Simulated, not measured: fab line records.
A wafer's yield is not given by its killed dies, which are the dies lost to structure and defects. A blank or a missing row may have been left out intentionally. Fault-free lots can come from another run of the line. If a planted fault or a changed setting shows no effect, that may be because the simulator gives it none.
fab line records :: flow gf180mcu
record:
  lots: 6
  wafers: 18
  last_day: 34
route steps=602 shown HV_LDD@180
lots that met no fault: taken from a fault-free run of the same line
start_h: start of the lot's first displayed wafer, in hours after the record's first day :: wait_h: time in hours since the lot's previous step :: " identical to the entry in the row above :: L1.1+2: a single row standing in for several wafers :: - either no value or no given start :: * or withheld: withheld :: < > ~ a bound
route shown NAME@n: a module of which the file shows steps, and the number in the route of the first :: usual: mean/standard deviation taken from wafers without a fault :: same: alike in all rows :: chamber/n: place in a boat :: sites: each site's reading :: _std_site: their standard deviation :: _edge_site: mean of outer sites minus mean of inner sites :: radius_mm: how far each site lies from the wafer's centre :: mask NAME#n: copy n :: behind: the most recent tool/chamber to have shaped the wafer :: hold: cause of the lot's hold/its duration in hours/its outcome :: device: names the non-switching transistor (n, p or np) :: end of line: the same wafers' tests at the end of the route :: where a step has no rows: the recipe by itself :: killed: not the wafer's yield, but the dies lost to structure and defects at the first sort :: map: a wafer's dies, x killed, . not, _ none there
set.NAME: the setting that was run; set.NAME@STEP: the one run at that earlier step :: model.NAME: the simulator's own value behind a step, which no gauge read
lots at selected steps of the route; one table per step, one row per wafer
services: a tool's chamber out of use, with start hour (start_h, from the record's first day; less than 0 if before it), hours out, and reason
== steps ==
step: GF_HV_LDD_EXPOSE_04
recipe:
  mask_id: Nplus_LV_AREA
  target_cd_nm: 400
  na: 0.6
  source_shape: conventional
  sigma_outer: 0.6
  dose_mj: 140
step: GF_HV_LDD_PEB_05
recipe:
  temp_c: withheld
  time_s: *
  resist: NOVOLAK
step: GF_HV_LDD_DEVELOP_06
recipe:
  develop_time_s: 60
  dev_temp_c: 23
step: GF_HV_LDD_CD_MEAS_07
recipe:
  target_cd_nm: 400
usual:
  cd_nm: 400.6/2.3
lot.wafer: L286.4
tool: cd_sem-02
chamber: -
start_h: 258.16
wait_h: 0.1
cd_nm: 403.5

lot.wafer: L286.5
tool: cd_sem-02
chamber: -
start_h: 258.16
wait_h: 0.1
cd_nm: 402.6

lot.wafer: L286.6
tool: cd_sem-02
chamber: -
start_h: 258.16
wait_h: 0.1
cd_nm: 403.0

lot.wafer: L288.2
tool: cd_sem-02
chamber: -
start_h: 277.40
wait_h: 0.1
cd_nm: 402.2

lot.wafer: L288.3
tool: cd_sem-02
chamber: -
start_h: 277.40
wait_h: 0.1
cd_nm: 402.2

lot.wafer: L288.6
tool: cd_sem-02
chamber: -
start_h: 277.40
wait_h: 0.1
cd_nm: 402.7

lot.wafer: L293.1
tool: cd_sem-01
chamber: -
start_h: 307.80
wait_h: 0.1
cd_nm: 401.2

lot.wafer: L293.2
tool: cd_sem-01
chamber: -
start_h: 307.80
wait_h: 0.1
cd_nm: 397.9

lot.wafer: L293.5
tool: cd_sem-01
chamber: -
start_h: 307.80
wait_h: 0.1
cd_nm: 400.9

lot.wafer: L294.1
tool: cd_sem-02
chamber: -
start_h: 310.78
wait_h: 0.1
cd_nm: 401.1

lot.wafer: L294.4
tool: cd_sem-02
chamber: -
start_h: 310.78
wait_h: 0.1
cd_nm: 398.8

lot.wafer: L294.5
tool: cd_sem-02
chamber: -
start_h: 310.78
wait_h: 0.1
cd_nm: 398.8

lot.wafer: L302.1
tool: cd_sem-02
chamber: -
start_h: 370.20
wait_h: 0.1
cd_nm: 402.8

lot.wafer: L302.3
tool: cd_sem-02
chamber: -
start_h: 370.20
wait_h: 0.1
cd_nm: 402.0

lot.wafer: L302.6
tool: cd_sem-02
chamber: -
start_h: 370.20
wait_h: 0.1
cd_nm: 401.3

lot.wafer: L303.1
tool: cd_sem-01
chamber: -
start_h: 375.97
wait_h: 0.1
cd_nm: 399.9

lot.wafer: L303.2
tool: cd_sem-01
chamber: -
start_h: 375.97
wait_h: 0.1
cd_nm: 399.9

lot.wafer: L303.5
tool: cd_sem-01
chamber: -
start_h: 375.97
wait_h: 0.1
cd_nm: 399.1
step: GF_HV_LDD_OVL_MEAS_08
usual:
  HV_LDD_OVL: -0.9/1.4
lot.wafer: L286.4
tool: overlay-01
chamber: -
start_h: 258.24
wait_h: 0.1
HV_LDD_OVL[nm]: -0.6

lot.wafer: L286.5
tool: overlay-01
chamber: -
start_h: 258.24
wait_h: 0.1
HV_LDD_OVL[nm]: -0.1

lot.wafer: L286.6
tool: overlay-01
chamber: -
start_h: 258.24
wait_h: 0.1
HV_LDD_OVL[nm]: 0.8

lot.wafer: L288.2
tool: overlay-02
chamber: -
start_h: 277.50
wait_h: 0.1
HV_LDD_OVL[nm]: 0.0

lot.wafer: L288.3
tool: overlay-02
chamber: -
start_h: 277.50
wait_h: 0.1
HV_LDD_OVL[nm]: 2.5

lot.wafer: L288.6
tool: overlay-02
chamber: -
start_h: 277.50
wait_h: 0.1
HV_LDD_OVL[nm]: 1.7

lot.wafer: L293.1
tool: overlay-02
chamber: -
start_h: 307.92
wait_h: 0.1
HV_LDD_OVL[nm]: 0.2

lot.wafer: L293.2
tool: overlay-02
chamber: -
start_h: 307.92
wait_h: 0.1
HV_LDD_OVL[nm]: -1.1

lot.wafer: L293.5
tool: overlay-02
chamber: -
start_h: 307.92
wait_h: 0.1
HV_LDD_OVL[nm]: -0.1

lot.wafer: L294.1
tool: overlay-01
chamber: -
start_h: 310.90
wait_h: 0.1
HV_LDD_OVL[nm]: -0.8

lot.wafer: L294.4
tool: overlay-01
chamber: -
start_h: 310.90
wait_h: 0.1
HV_LDD_OVL[nm]: -2.9

lot.wafer: L294.5
tool: overlay-01
chamber: -
start_h: 310.90
wait_h: 0.1
HV_LDD_OVL[nm]: -0.9

lot.wafer: L302.1
tool: overlay-02
chamber: -
start_h: 370.32
wait_h: 0.1
HV_LDD_OVL[nm]: -3.9

lot.wafer: L302.3
tool: overlay-02
chamber: -
start_h: 370.32
wait_h: 0.1
HV_LDD_OVL[nm]: -4.0

lot.wafer: L302.6
tool: overlay-02
chamber: -
start_h: 370.32
wait_h: 0.1
HV_LDD_OVL[nm]: -2.6

lot.wafer: L303.1
tool: overlay-02
chamber: -
start_h: 376.09
wait_h: 0.1
HV_LDD_OVL[nm]: -0.4

lot.wafer: L303.2
tool: overlay-02
chamber: -
start_h: 376.09
wait_h: 0.1
HV_LDD_OVL[nm]: -0.8

lot.wafer: L303.5
tool: overlay-02
chamber: -
start_h: 376.09
wait_h: 0.1
HV_LDD_OVL[nm]: -0.6
step: GF_HV_LDD_IMPLANT_09
recipe:
  species: As
  energy_kev: 39.4
  dose_cm2: 1e+14
  tilt_deg: 7
step: GF_HV_LDD_STRIP_10
recipe:
  chemistry: O2/N2
  power_w: 1400
  pressure_mtorr: 1500
  platen_temp_c: 250
  o2_flow_sccm: 3000
  n2_flow_sccm: 300
  overash_fraction: 0.5
usual:
  drypump_motor_current_A: 5.8/0.49
  heater_power_w: 328/27
  n2_flow_sccm: 300.0/0.91
  oes_product_au: 0.716/0.0044
  strip_time_to_endpoint_s: 12.63/0.033
lot.wafer: L286.4
tool: plasma_asher-02
chamber: 1
start_h: 258.44
wait_h: 0.1
drypump_motor_current_A: 6.5
heater_power_w: 322
n2_flow_sccm: 299.4
oes_product_au: 0.712
rf_hours_counter_h: -
strip_time_to_endpoint_s: 12.61

lot.wafer: L286.5
tool: plasma_asher-02
chamber: 0
start_h: 258.44
wait_h: 0.1
drypump_motor_current_A: 5.6
heater_power_w: 334
n2_flow_sccm: 301.2
oes_product_au: 0.714
rf_hours_counter_h: -
strip_time_to_endpoint_s: 12.62

lot.wafer: L286.6
tool: plasma_asher-02
chamber: 1
start_h: 258.44
wait_h: 0.1
drypump_motor_current_A: 6.5
heater_power_w: 323
n2_flow_sccm: 299.7
oes_product_au: 0.719
rf_hours_counter_h: -
strip_time_to_endpoint_s: 12.63

lot.wafer: L288.2
tool: plasma_asher-04
chamber: 0
start_h: 277.68
wait_h: 0.1
drypump_motor_current_A: 5.2
heater_power_w: 355
n2_flow_sccm: 299.9
oes_product_au: 0.718
rf_hours_counter_h: 64
strip_time_to_endpoint_s: 12.58

lot.wafer: L288.3
tool: plasma_asher-04
chamber: 1
start_h: 277.68
wait_h: 0.1
drypump_motor_current_A: 6.4
heater_power_w: 404
n2_flow_sccm: 300.2
oes_product_au: 0.726
rf_hours_counter_h: -
strip_time_to_endpoint_s: 12.60

lot.wafer: L288.6
tool: plasma_asher-04
chamber: 0
start_h: 277.68
wait_h: 0.1
drypump_motor_current_A: 5.2
heater_power_w: 351
n2_flow_sccm: 300.3
oes_product_au: 0.715
rf_hours_counter_h: -
strip_time_to_endpoint_s: 12.58

lot.wafer: L293.1
tool: plasma_asher-04
chamber: 1
start_h: 308.11
wait_h: 0.1
drypump_motor_current_A: 6.5
heater_power_w: 406
n2_flow_sccm: 298.8
oes_product_au: 0.720
rf_hours_counter_h: 68
strip_time_to_endpoint_s: 12.60

lot.wafer: L293.2
tool: plasma_asher-04
chamber: 0
start_h: 308.11
wait_h: 0.1
drypump_motor_current_A: 5.2
heater_power_w: 346
n2_flow_sccm: 300.1
oes_product_au: 0.711
rf_hours_counter_h: 68
strip_time_to_endpoint_s: 12.60

lot.wafer: L293.5
tool: plasma_asher-04
chamber: 1
start_h: 308.11
wait_h: 0.1
drypump_motor_current_A: 6.4
heater_power_w: 394
n2_flow_sccm: 297.7
oes_product_au: 0.714
rf_hours_counter_h: -
strip_time_to_endpoint_s: 12.66

lot.wafer: L294.1
tool: plasma_asher-03
chamber: 0
start_h: 311.08
wait_h: 0.1
drypump_motor_current_A: 5.2
heater_power_w: 302
n2_flow_sccm: 299.9
oes_product_au: 0.716
rf_hours_counter_h: 21
strip_time_to_endpoint_s: 12.61

lot.wafer: L294.4
tool: plasma_asher-03
chamber: 0
start_h: 311.08
wait_h: 0.1
drypump_motor_current_A: 5.2
heater_power_w: 305
n2_flow_sccm: 299.7
oes_product_au: 0.713
rf_hours_counter_h: -
strip_time_to_endpoint_s: 12.61

lot.wafer: L294.5
tool: plasma_asher-03
chamber: 0
start_h: 311.08
wait_h: 0.1
drypump_motor_current_A: 5.2
heater_power_w: 303
n2_flow_sccm: 299.2
oes_product_au: 0.711
rf_hours_counter_h: -
strip_time_to_endpoint_s: 12.64

lot.wafer: L302.1
tool: plasma_asher-02
chamber: 0
start_h: 370.51
wait_h: 0.1
drypump_motor_current_A: 5.6
heater_power_w: 335
n2_flow_sccm: 301.3
oes_product_au: 0.712
rf_hours_counter_h: 69
strip_time_to_endpoint_s: 12.65

lot.wafer: L302.3
tool: plasma_asher-02
chamber: 1
start_h: 370.51
wait_h: 0.1
drypump_motor_current_A: 6.5
heater_power_w: 318
n2_flow_sccm: 300.9
oes_product_au: 0.710
rf_hours_counter_h: -
strip_time_to_endpoint_s: 12.66

lot.wafer: L302.6
tool: plasma_asher-02
chamber: 0
start_h: 370.51
wait_h: 0.1
drypump_motor_current_A: 5.6
heater_power_w: 335
n2_flow_sccm: 301.0
oes_product_au: 0.719
rf_hours_counter_h: -
strip_time_to_endpoint_s: 12.63

lot.wafer: L303.1
tool: plasma_asher-03
chamber: 0
start_h: 376.28
wait_h: 0.1
drypump_motor_current_A: 5.2
heater_power_w: 293
n2_flow_sccm: 300.0
oes_product_au: 0.718
rf_hours_counter_h: 28
strip_time_to_endpoint_s: 12.67

lot.wafer: L303.2
tool: plasma_asher-03
chamber: 1
start_h: 376.28
wait_h: 0.1
drypump_motor_current_A: 5.7
heater_power_w: 303
n2_flow_sccm: 300.7
oes_product_au: 0.716
rf_hours_counter_h: 28
strip_time_to_endpoint_s: 12.67

lot.wafer: L303.5
tool: plasma_asher-03
chamber: 1
start_h: 376.28
wait_h: 0.1
drypump_motor_current_A: 5.7
heater_power_w: 303
n2_flow_sccm: 300.6
oes_product_au: 0.713
rf_hours_counter_h: -
strip_time_to_endpoint_s: 12.63
step: GF_HV_LDD_TW_MEAS_11
usual:
  HV_LDD_TW: 2401/12
lot.wafer: L286.4
tool: film_metro-02
chamber: -
start_h: 258.54
wait_h: 0.1
HV_LDD_TW: 2399

lot.wafer: L286.5
tool: film_metro-02
chamber: -
start_h: 258.54
wait_h: 0.1
HV_LDD_TW: 2403

lot.wafer: L286.6
tool: film_metro-02
chamber: -
start_h: 258.54
wait_h: 0.1
HV_LDD_TW: 2413

lot.wafer: L288.2
tool: film_metro-02
chamber: -
start_h: 277.79
wait_h: 0.1
HV_LDD_TW: 2412

lot.wafer: L288.3
tool: film_metro-02
chamber: -
start_h: 277.79
wait_h: 0.1
HV_LDD_TW: 2402

lot.wafer: L288.6
tool: film_metro-02
chamber: -
start_h: 277.79
wait_h: 0.1
HV_LDD_TW: 2415

lot.wafer: L293.1
tool: film_metro-02
chamber: -
start_h: 308.21
wait_h: 0.1
HV_LDD_TW: 2405

lot.wafer: L293.2
tool: film_metro-02
chamber: -
start_h: 308.21
wait_h: 0.1
HV_LDD_TW: 2395

lot.wafer: L293.5
tool: film_metro-02
chamber: -
start_h: 308.21
wait_h: 0.1
HV_LDD_TW: 2399

lot.wafer: L294.1
tool: film_metro-02
chamber: -
start_h: 311.18
wait_h: 0.1
HV_LDD_TW: 2391

lot.wafer: L294.4
tool: film_metro-02
chamber: -
start_h: 311.18
wait_h: 0.1
HV_LDD_TW: 2392

lot.wafer: L294.5
tool: film_metro-02
chamber: -
start_h: 311.18
wait_h: 0.1
HV_LDD_TW: 2394

lot.wafer: L302.1
tool: film_metro-01
chamber: -
start_h: 370.61
wait_h: 0.1
HV_LDD_TW: 2378

lot.wafer: L302.3
tool: film_metro-01
chamber: -
start_h: 370.61
wait_h: 0.1
HV_LDD_TW: 2371

lot.wafer: L302.6
tool: film_metro-01
chamber: -
start_h: 370.61
wait_h: 0.1
HV_LDD_TW: 2377

lot.wafer: L303.1
tool: film_metro-02
chamber: -
start_h: 376.38
wait_h: 0.1
HV_LDD_TW: 2405

lot.wafer: L303.2
tool: film_metro-02
chamber: -
start_h: 376.38
wait_h: 0.1
HV_LDD_TW: 2411

lot.wafer: L303.5
tool: film_metro-02
chamber: -
start_h: 376.38
wait_h: 0.1
HV_LDD_TW: 2401
step: GF_HV_LDD_DEHYDRATE_12
recipe:
  temp_c: 200
  time_s: 60
step: GF_HV_LDD_HMDS_13
recipe:
  prime_time_s: 60
  prime_temp_c: 120
step: GF_HV_LDD_COAT_14
recipe:
  resist: NOVOLAK
  spin_rpm: 3000
  resist_thk_nm: 1000
step: GF_HV_LDD_SOFTBAKE_15
recipe:
  temp_c: 90
  time_s: 60
  resist: NOVOLAK
step: GF_HV_LDD_EXPOSE_16
recipe:
  mask_id: Pplus_LV_AREA
  target_cd_nm: 400
  na: 0.6
  source_shape: conventional
  sigma_outer: 0.6
  dose_mj: 140
usual:
  exposure_dose_mJ_cm2: 139.99/0.13
  focus_offset_nm: 0.0/0.5
  sigma_outer: 0.6/0
lot.wafer: L286.4
tool: iline_stepper-02
chamber: 0
start_h: 268.73
wait_h: -
mask: Pplus_LV_AREA#0
exposure_dose_mJ_cm2: 139.99
focus_offset_nm: -0.3
sigma_outer: 0.6
model.HV_LDD.overlay_x_nm: 0.3264

lot.wafer: L286.5
tool: iline_stepper-02
chamber: 0
start_h: 268.73
wait_h: -
mask: Pplus_LV_AREA#0
exposure_dose_mJ_cm2: 140.04
focus_offset_nm: 0.2
sigma_outer: 0.6
model.HV_LDD.overlay_x_nm: 0.3264

lot.wafer: L286.6
tool: iline_stepper-02
chamber: 0
start_h: 268.73
wait_h: -
mask: Pplus_LV_AREA#0
exposure_dose_mJ_cm2: 139.99
focus_offset_nm: 0.4
sigma_outer: 0.6
model.HV_LDD.overlay_x_nm: 0.3264

lot.wafer: L288.2
tool: iline_stepper-01
chamber: 0
start_h: 287.77
wait_h: -
mask: Pplus_LV_AREA#0
exposure_dose_mJ_cm2: 140.07
focus_offset_nm: -0.8
sigma_outer: 0.6
model.HV_LDD.overlay_x_nm: 0.06728

lot.wafer: L288.3
tool: iline_stepper-01
chamber: 0
start_h: 287.77
wait_h: -
mask: Pplus_LV_AREA#0
exposure_dose_mJ_cm2: 139.73
focus_offset_nm: -0.3
sigma_outer: 0.6
model.HV_LDD.overlay_x_nm: 0.06728

lot.wafer: L288.6
tool: iline_stepper-01
chamber: 0
start_h: 287.77
wait_h: -
mask: Pplus_LV_AREA#0
exposure_dose_mJ_cm2: 140.09
focus_offset_nm: 0.0
sigma_outer: 0.6
model.HV_LDD.overlay_x_nm: 0.06728

lot.wafer: L293.1
tool: iline_stepper-01
chamber: -
start_h: 318.74
wait_h: -
mask: Pplus_LV_AREA#0
exposure_dose_mJ_cm2: -
focus_offset_nm: -
sigma_outer: -
model.HV_LDD.overlay_x_nm: 0.002108

lot.wafer: L293.2
tool: iline_stepper-01
chamber: -
start_h: 318.74
wait_h: -
mask: Pplus_LV_AREA#0
exposure_dose_mJ_cm2: -
focus_offset_nm: -
sigma_outer: -
model.HV_LDD.overlay_x_nm: 0.002108

lot.wafer: L293.5
tool: iline_stepper-01
chamber: -
start_h: 318.74
wait_h: -
mask: Pplus_LV_AREA#0
exposure_dose_mJ_cm2: -
focus_offset_nm: -
sigma_outer: -
model.HV_LDD.overlay_x_nm: 0.002108

lot.wafer: L294.1
tool: iline_stepper-01
chamber: -
start_h: 321.40
wait_h: -
mask: Pplus_LV_AREA#0
exposure_dose_mJ_cm2: -
focus_offset_nm: -
sigma_outer: -
model.HV_LDD.overlay_x_nm: -0.2009

lot.wafer: L294.4
tool: iline_stepper-01
chamber: -
start_h: 321.40
wait_h: -
mask: Pplus_LV_AREA#0
exposure_dose_mJ_cm2: -
focus_offset_nm: -
sigma_outer: -
model.HV_LDD.overlay_x_nm: -0.2009

lot.wafer: L294.5
tool: iline_stepper-01
chamber: -
start_h: 321.40
wait_h: -
mask: Pplus_LV_AREA#0
exposure_dose_mJ_cm2: -
focus_offset_nm: -
sigma_outer: -
model.HV_LDD.overlay_x_nm: -0.2009

lot.wafer: L302.1
tool: iline_stepper-01
chamber: 0
start_h: 382.52
wait_h: -
mask: Pplus_LV_AREA#0
exposure_dose_mJ_cm2: 139.92
focus_offset_nm: 0.6
sigma_outer: 0.6
model.HV_LDD.overlay_x_nm: -0.2805

lot.wafer: L302.3
tool: iline_stepper-01
chamber: 0
start_h: 382.52
wait_h: -
mask: Pplus_LV_AREA#0
exposure_dose_mJ_cm2: 139.90
focus_offset_nm: 0.3
sigma_outer: 0.6
model.HV_LDD.overlay_x_nm: -0.2805

lot.wafer: L302.6
tool: iline_stepper-01
chamber: 0
start_h: 382.52
wait_h: -
mask: Pplus_LV_AREA#0
exposure_dose_mJ_cm2: 140.10
focus_offset_nm: 0.3
sigma_outer: 0.6
model.HV_LDD.overlay_x_nm: -0.2805

lot.wafer: L303.1
tool: iline_stepper-02
chamber: 0
start_h: 388.19
wait_h: -
mask: Pplus_LV_AREA#0
exposure_dose_mJ_cm2: 139.87
focus_offset_nm: -0.3
sigma_outer: 0.6
model.HV_LDD.overlay_x_nm: -1.257

lot.wafer: L303.2
tool: iline_stepper-02
chamber: 0
start_h: 388.19
wait_h: -
mask: Pplus_LV_AREA#0
exposure_dose_mJ_cm2: 139.85
focus_offset_nm: 0.1
sigma_outer: 0.6
model.HV_LDD.overlay_x_nm: -1.257

lot.wafer: L303.5
tool: iline_stepper-02
chamber: 0
start_h: 388.19
wait_h: -
mask: Pplus_LV_AREA#0
exposure_dose_mJ_cm2: 139.78
focus_offset_nm: 0.4
sigma_outer: 0.6
model.HV_LDD.overlay_x_nm: -1.257
step: GF_HV_LDD_PEB_17
recipe:
  temp_c: withheld
  time_s: *
  resist: NOVOLAK
== services ==
tool: iline_stepper-02
chamber: -
start_h: 236.93
hours: 4.3
kind: pm

tool: iline_stepper-01
chamber: -
start_h: 248.90
hours: 1.7
kind: pm

tool: iline_stepper-01
chamber: 0
start_h: 265.41
hours: -
kind: calibration

tool: iline_stepper-02
chamber: -
start_h: 275.46
hours: 5.4
kind: repair

tool: plasma_asher-02
chamber: -
start_h: 283.59
hours: 3.6
kind: repair

tool: iline_stepper-02
chamber: -
start_h: 340.47
hours: 1.7
kind: pm

tool: iline_stepper-02
chamber: 0
start_h: 343.66
hours: -
kind: calibration
== key ==
first_sign:
  step: GF_HV_LDD_EXPOSE_16
  reading: tool_record
  direction: missing
effect none on later readings
model_effect:
  step: GF_HV_LDD_EXPOSE_16
  value: HV_LDD.overlay_x_nm
  without: -0.4333
  struck: -0.09941
met_at GF_HV_LDD_EXPOSE_16
struck_wafers L293.1,L293.2,L293.5,L294.1,L294.4,L294.5
later_rows_left_out L293.1,L293.2,L293.5,L294.1,L294.4,L294.5
sort_left_out L293.1,L293.2,L293.5,L294.1,L294.4,L294.5
tester_left_out L293,L294
onset_between 287.77 318.74
fault:
  kind: skipped_step_whole
  tool: iline_stepper-01
  chamber: -
  onset_h: 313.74
  steps: GF_HV_LDD_EXPOSE_16
  scope: struck_lots_only
tester_left_out: of these lots the tester's yield and bins aren't shown, on N5 and GAA mostly nor the transistor test; their killed dies are dies lost to structure and defects alone, not to doping, threshold or leakage, so they don't give the yield
sort_left_out: the simulated sort isn't trusted on such a fault, so these wafers' sort isn't shown, and their yield isn't known
later_rows_left_out: the simulator's readings of these wafers behind a module that went badly wrong aren't trusted and aren't shown, but for the sort
